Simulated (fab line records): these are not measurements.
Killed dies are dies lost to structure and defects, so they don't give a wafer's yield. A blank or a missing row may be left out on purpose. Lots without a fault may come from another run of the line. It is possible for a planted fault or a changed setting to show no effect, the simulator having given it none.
The tool behind it: which one? / flow gf180mcu / 13 lots, 39 wafers sampled, at 1 step of a route of 602

WHAT EACH GAUGE READ, for each wafer
GF_M2_RS_MEAS_05: the measuring method here is four-point-probe.
lot=L576; measured=day 18 08:23; on=film_metro-04; M2_ALCU_RS (ohm/sq)=0.0693 0.0682 0.0688
lot=L577; measured=day 18 17:04; on=film_metro-03; M2_ALCU_RS (ohm/sq)=0.0687 0.0695 0.0683
lot=L582; measured=day 20 15:28; on=film_metro-04; M2_ALCU_RS (ohm/sq)=0.0699 0.0699 0.0691
lot=L583; measured=day 20 19:06; on=film_metro-02; M2_ALCU_RS (ohm/sq)=0.0703 0.0711 0.0704
lot=L584; measured=day 21 08:13; on=film_metro-04; M2_ALCU_RS (ohm/sq)=0.0691 0.0687 0.0688
lot=L585; measured=day 21 19:09; on=film_metro-03; M2_ALCU_RS (ohm/sq)=0.0692 0.0697 0.0689
lot=L586; measured=day 22 03:15; on=film_metro-03; M2_ALCU_RS (ohm/sq)=0.0696 0.0696 0.0701
lot=L587; measured=day 22 16:55; on=film_metro-02; M2_ALCU_RS (ohm/sq)=0.0683 0.0694 0.0700
lot=L588; measured=day 22 19:01; on=film_metro-02; M2_ALCU_RS (ohm/sq)=0.0682 0.0688 0.0687
lot=L596; measured=day 25 09:53; on=film_metro-02; M2_ALCU_RS (ohm/sq)=0.0694 0.0695 0.0696
lot=L597; measured=day 25 18:06; on=film_metro-02; M2_ALCU_RS (ohm/sq)=0.0690 0.0696 0.0694
lot=L598; measured=day 25 20:38; on=film_metro-02; M2_ALCU_RS (ohm/sq)=0.0693 0.0693 0.0702
lot=L599; measured=day 26 06:43; on=film_metro-02; M2_ALCU_RS (ohm/sq)=0.0689 0.0698 0.0698

WHAT TOOL EACH LOT RAN ON (gives the tool, then ch and the chambers of the sampled wafers, and finally the start)
There is no process step in the record ahead of these readings.

WHAT THE TOOLS THEMSELVES READ (means of the sampled wafers that have a number; where no wafer has one, the mark that the record gives instead)
The record holds no such reading with a usual standard deviation.

THE ANSWER, worked out from the rows above alone
Rule: what is usual is taken from the lots themselves. The widest of any qualifying gaps counts: lots, ordered by their means at a reading, are off when they make up no more than a third of the lots, leave a main group of 4 or more, and stand apart from it by 3 or more times the standard deviation of that group's means. A main group is skipped when, at the precision printed for the reading in the tables above, its means are all equal. A lot without any number at a reading at which 4 lots or more have one is off too. Where the step has rows for the other lots, those lots are counted as sound. The gauges are gone through in route order, then the tools' own readings, and for those a lot's mean is taken as printed above. The first step at which some lot is off is used, and at that step the reading that is off furthest; a lot without a number counts as furthest.
No lot is off on any of the readings shown, so nothing can be concluded from this.

WHAT THE SIMULATOR HAD INSERTED
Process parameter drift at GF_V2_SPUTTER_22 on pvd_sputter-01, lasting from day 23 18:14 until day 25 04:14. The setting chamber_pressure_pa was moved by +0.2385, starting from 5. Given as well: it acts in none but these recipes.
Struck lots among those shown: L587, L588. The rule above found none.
